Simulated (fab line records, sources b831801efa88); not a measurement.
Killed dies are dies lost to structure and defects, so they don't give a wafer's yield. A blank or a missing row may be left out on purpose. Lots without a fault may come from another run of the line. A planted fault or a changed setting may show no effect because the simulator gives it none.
Problem report in the 8D (eight disciplines) form, filled by code | flow sky130 | the parts of the form that need people (team, actions taken, sign-off) are left out

1. THE PROBLEM
cathode_dc_power_W at SKY_METAL3_SPUTTER_03 reads a mean of 2704.4 W on 1 wafer of 1 lot; wafers without a fault read 3000.1 W with a standard deviation of 0.61. That is -99 or more standard deviations from the usual mean.
The step: material Ti, target thk 5 nm, time 3.3 s.
First seen on wafer L791.1, day 40 17:35, on pvd_sputter-04. The record holds 33 wafers of 11 lots with a number at this step. Rule for "out", or "out of limits": more than 4 standard deviations from the usual mean. The other wafers with a number count as sound.

2. WHAT IT IS AND WHAT IT IS NOT
question                    | is                 | is not
which readings at this step | cathode_dc_power_W | chamber_pressure_pa, throttle_valve_pct
which lots                  | L791               | L779, L780, L783, L784, L785, L786, L787, L789, L792, L793
which wafers of those lots  | L791.1             | L791.3, L791.5
read on which tools         | pvd_sputter-04     | pvd_sputter-02, pvd_sputter-03
when                        | from day 40 17:35  | up to then (29 sound wafers); but 3 sound wafers of L793 came after

3. SUSPECTS, AND WHAT RULES EACH OUT
Counting: a tool at a process step up to the reading stays a suspect if it ran every lot that is out. Sound lots after the first of them don't rule it out here, since some wafers of a struck lot are sound.
- rie_diel-04 at SKY_VIA2_ETCH_14 (etches BARC in N2/H2, stops on SiO2, time 45.9 s, target depth 60 nm): kept. It ran the lot that is out, L791 (day 40 16:02); its last sound lot up to then is L789 (day 39 09:08).
- rie_diel-04 at SKY_VIA2_ETCH_15 (etches SiO2 in C4F8/O2/Ar, stops on TiN, target depth 546 nm, time 84 s): kept. It ran the lot that is out, L791 (day 40 16:05); its last sound lot up to then is L789 (day 39 09:11).
- plasma_asher-04 at SKY_VIA2_STRIP_16 (strips in O2/N2): kept. It ran the lot that is out, L791 (day 40 16:08); its last sound lot up to then is L785 (day 37 21:03).
- pvd_sputter-04 at SKY_METAL3_SPUTTER_03 (material Ti, target thk 5 nm, time 3.3 s): kept. It ran the lot that is out, L791 (day 40 17:35); its last sound lot up to then is L789 (day 39 10:36). Its own readings are out on those wafers: cathode_dc_power_W.
- Within rie_diel-04 at SKY_VIA2_ETCH_14: the wafers that are out ran in chamber 0; their sound lot-mates ran in chambers 1, 3.
- Within rie_diel-04 at SKY_VIA2_ETCH_15: the wafers that are out ran in chamber 0; their sound lot-mates ran in chambers 1, 3.
Left after counting: rie_diel-04 at SKY_VIA2_ETCH_14, rie_diel-04 at SKY_VIA2_ETCH_15, plasma_asher-04 at SKY_VIA2_STRIP_16, pvd_sputter-04 at SKY_METAL3_SPUTTER_03.

4. THE CAUSE (what the simulator had put in)
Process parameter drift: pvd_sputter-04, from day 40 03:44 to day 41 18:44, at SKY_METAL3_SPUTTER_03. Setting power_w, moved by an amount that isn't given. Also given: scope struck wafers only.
Counting left 4 suspects, and this tool is among them.

5. THE CHAIN OF EFFECTS, in route order
Each row: a reading whose mean over the struck wafers that have a number lies more than 3 standard deviations from the usual. Only readings for which the record gives a usual standard deviation are gone through. hours: the time from each lot's start at the first step in this table that gives one to its start at this step, as a median over the lots. sigmas: the change in usual standard deviations.
hours | step                  | reading            | usual    | on struck wafers | change | sigmas
0     | SKY_METAL3_SPUTTER_03 | cathode_dc_power_W | 3000.1 W | 2704.4           | -295.7 | -99 or more
The process steps in it:
- SKY_METAL3_SPUTTER_03: material Ti, target thk 5 nm, time 3.3 s.

6. WHAT WOULD HAVE CAUGHT IT SOONER
In this record the first reading out of limits was taken at day 40 17:35, 14 hours after the fault began at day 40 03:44.
